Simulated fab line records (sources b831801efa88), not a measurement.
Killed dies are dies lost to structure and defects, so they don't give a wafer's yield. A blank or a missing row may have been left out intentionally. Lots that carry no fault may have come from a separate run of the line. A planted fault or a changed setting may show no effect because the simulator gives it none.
Which tool is to blame? / flow gf180mcu / 6 lots, 18 wafers sampled, at 4 steps of a route of 602

WHAT THE GAUGES READ, wafer by wafer
GF_TOP_METAL_RS_MEAS_05: a four-point-probe measurement.
lot=L932; measured=day 28 02:09; on=film-metro-03; TOP_METAL_ALCU_RS (ohm/sq)=0.0333 0.0328 0.0329
lot=L934; measured=day 28 13:05; on=film-metro-04; TOP_METAL_ALCU_RS (ohm/sq)=0.0329 0.0326 0.0334
lot=L936; measured=day 29 15:43; on=film-metro-03; TOP_METAL_ALCU_RS (ohm/sq)=0.0326 0.0321 0.0327
lot=L938; measured=day 29 19:16; on=film-metro-04; TOP_METAL_ALCU_RS (ohm/sq)=0.0325 0.0329 0.0323
lot=L946; measured=day 32 08:17; on=film-metro-03; TOP_METAL_ALCU_RS (ohm/sq)=0.0330 0.0335 0.0331
lot=L950; measured=day 33 03:45; on=film-metro-03; TOP_METAL_ALCU_RS (ohm/sq)=0.0329 0.0326 0.0332

WHICH TOOL RAN EACH LOT (tool, then ch and the chambers of the sampled wafers, then the start)
lot=L932; GF_V1_CMP_26=cmp-02 ch 0,1,2, day 19 03:28; GF_V5_STRIP_18=plasma-asher-04 ch 0,1, day 28 00:42; GF_TOP_METAL_SPUTTER_04=pvd-sputter-02, day 28 02:07
lot=L934; GF_V1_CMP_26=cmp-02 ch 0,1,3, day 19 17:09; GF_V5_STRIP_18=plasma-asher-04 ch 0,1, day 28 11:35; GF_TOP_METAL_SPUTTER_04=pvd-sputter-02, day 28 13:03
lot=L936; GF_V1_CMP_26=cmp-01 ch 0,2,3, day 21 00:59; GF_V5_STRIP_18=plasma-asher-01 ch 1, day 29 14:14; GF_TOP_METAL_SPUTTER_04=pvd-sputter-03, day 29 15:40
lot=L938; GF_V1_CMP_26=cmp-01 ch 1,2, day 21 06:18; GF_V5_STRIP_18=plasma-asher-02 ch 0,1, day 29 17:45; GF_TOP_METAL_SPUTTER_04=pvd-sputter-01, day 29 19:13
lot=L946; GF_V1_CMP_26=cmp-01 ch 0,2,3, day 24 10:27; GF_V5_STRIP_18=plasma-asher-02 ch 0,1, day 32 06:25; GF_TOP_METAL_SPUTTER_04=pvd-sputter-03, day 32 08:14
lot=L950; GF_V1_CMP_26=cmp-02 ch 0,1,2, day 25 15:02; GF_V5_STRIP_18=plasma-asher-02 ch 0,1, day 33 02:18; GF_TOP_METAL_SPUTTER_04=pvd-sputter-02, day 33 03:43
- GF_V1_CMP_26: polishes, stops on SiO2, t overpolish 15.68 s, target thk 0 nm.
- GF_V5_STRIP_18: strips in O2/N2.
- GF_TOP_METAL_SPUTTER_04: material TiN, target thk 25 nm, time 20.8 s.

THE ANSWER, worked out from the rows above alone
Rule: the lots themselves supply what counts as usual. The widest of any qualifying gaps counts: lots, ordered by their means at a reading, are off when they make up no more than a third of the lots, leave a main group of 4 or more, and stand apart from it by 3 or more times the standard deviation of that group's means. The tables above print the reading to a certain number of digits; a main group whose means all agree to those digits is not used. A lot without any number at a reading at which 4 lots or more have one is off too. All remaining lots with rows at the step are treated as sound.
No lot is off on any of the readings shown, so nothing can be concluded from this.

WHAT WAS PUT IN BY THE SIMULATOR
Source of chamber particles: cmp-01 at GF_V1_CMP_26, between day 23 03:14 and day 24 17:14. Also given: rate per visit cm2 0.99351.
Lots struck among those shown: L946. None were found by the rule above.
